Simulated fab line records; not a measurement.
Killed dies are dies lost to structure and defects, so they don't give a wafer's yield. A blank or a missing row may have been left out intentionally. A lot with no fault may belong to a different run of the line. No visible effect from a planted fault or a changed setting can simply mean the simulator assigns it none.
2 desks, one fault / flow gf180mcu / what lay behind the numbers comes last; until then each desk has only its own

FROM THE METROLOGY DESK
What the gauges read for every lot (on any tool): the sampled wafers with a number, averaged. A lot is out of limits, marked OUT, if its mean lies more than 4 standard deviations from the usual mean; the brackets give that distance.
Columns: A = HV_LDD_TW at GF_HV_LDD_TW_MEAS_11, usual 2401; B = CONTACT_W_RS at GF_CONTACT_RS_MEAS_25, usual 0.383 ohm/sq; C = CONTACT_W_THK at GF_CONTACT_THK_MEAS_26, usual 298 nm
lot=L336; first seen here=day 10 01:07; A=2404; B=0.380; C=302
lot=L339; first seen here=day 11 01:56; A=2405; B=0.387; C=296
lot=L343; first seen here=day 12 04:20; A=2403; B=0.377; C=301
lot=L344; first seen here=day 12 09:47; A=2414; B=0.388; C=291
lot=L346; first seen here=day 13 05:25; A=2423; B=0.383; C=296
lot=L348; first seen here=day 13 20:19; A=2383; B=0.379; C=300
lot=L353; first seen here=day 15 04:30; A=2410; B=0.245 (-31) OUT; C=461 (+42) OUT
lot=L354; first seen here=day 15 10:43; A=2414; B=0.242 (-32) OUT; C=470 (+44) OUT
lot=L355; first seen here=day 15 20:21; A=2412; B=0.382; C=298
lot=L358; first seen here=day 16 20:30; A=2410; B=0.383; C=295
lot=L359; first seen here=day 16 23:14; A=2395; B=0.384; C=294
This desk finds L353, L354 out of limits, with the earliest case on L353 at day 22 08:08 (CONTACT_W_RS at GF_CONTACT_RS_MEAS_25). L336, L339, L343, L344, L346, L348, L355, L358, L359: within limits.

DESK OF THE TOOL OWNER: cvd_w-01
The tool's own readings at GF_CONTACT_CVD_24 (deposits W, target thk 300 nm, time 90.339 s): means of the sampled wafers that have a number, for each lot that ran on this tool. A lot is out of limits, marked OUT, if its mean lies more than 4 standard deviations from the usual mean; the brackets give that distance.
Columns: A = heater_power_outer_w at GF_CONTACT_CVD_24, usual 530 W; B = heater_power_w at GF_CONTACT_CVD_24, usual 857 W; C = susceptor_temp_C at GF_CONTACT_CVD_24, usual 399.98 C
lot=L336; first seen here=day 16 03:52; A=523; B=867; C=400.06
lot=L339; first seen here=day 17 08:28; A=555; B=815; C=400.21
lot=L343; first seen here=day 18 17:24; A=542; B=880; C=400.10
lot=L344; first seen here=day 19 02:38; A=524; B=900; C=399.98
lot=L348; first seen here=day 20 20:29; A=555; B=828; C=400.17
lot=L353; first seen here=day 22 08:02; A=632 (+4.1) OUT; B=1029 (+4.9) OUT; C=425.22 (+99 or more) OUT
lot=L354; first seen here=day 22 14:35; A=641 (+4.4) OUT; B=1031 (+5.0) OUT; C=425.24 (+99 or more) OUT
Finding of this desk: L353, L354 out of limits; the first was L353 at day 22 08:02, on heater_power_outer_w at GF_CONTACT_CVD_24. L336, L339, L343, L344, L348: within limits.

PUT TOGETHER
The tool owner's desk had the chance to raise an alarm at day 22 08:02 on L353, L354.
L353, L354 would have let the metrology desk raise an alarm at day 22 08:08.
On cvd_w-01, each named lot ran GF_CONTACT_CVD_24.

WHAT WAS PUT IN BY THE SIMULATOR
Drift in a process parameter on cvd_w-01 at GF_CONTACT_CVD_24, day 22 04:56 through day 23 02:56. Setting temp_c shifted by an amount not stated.
Struck lots among those shown: L353, L354.
Time in hours from fault onset to the first out-of-limits reading at each desk: tool owner's desk 3, metrology desk 3.
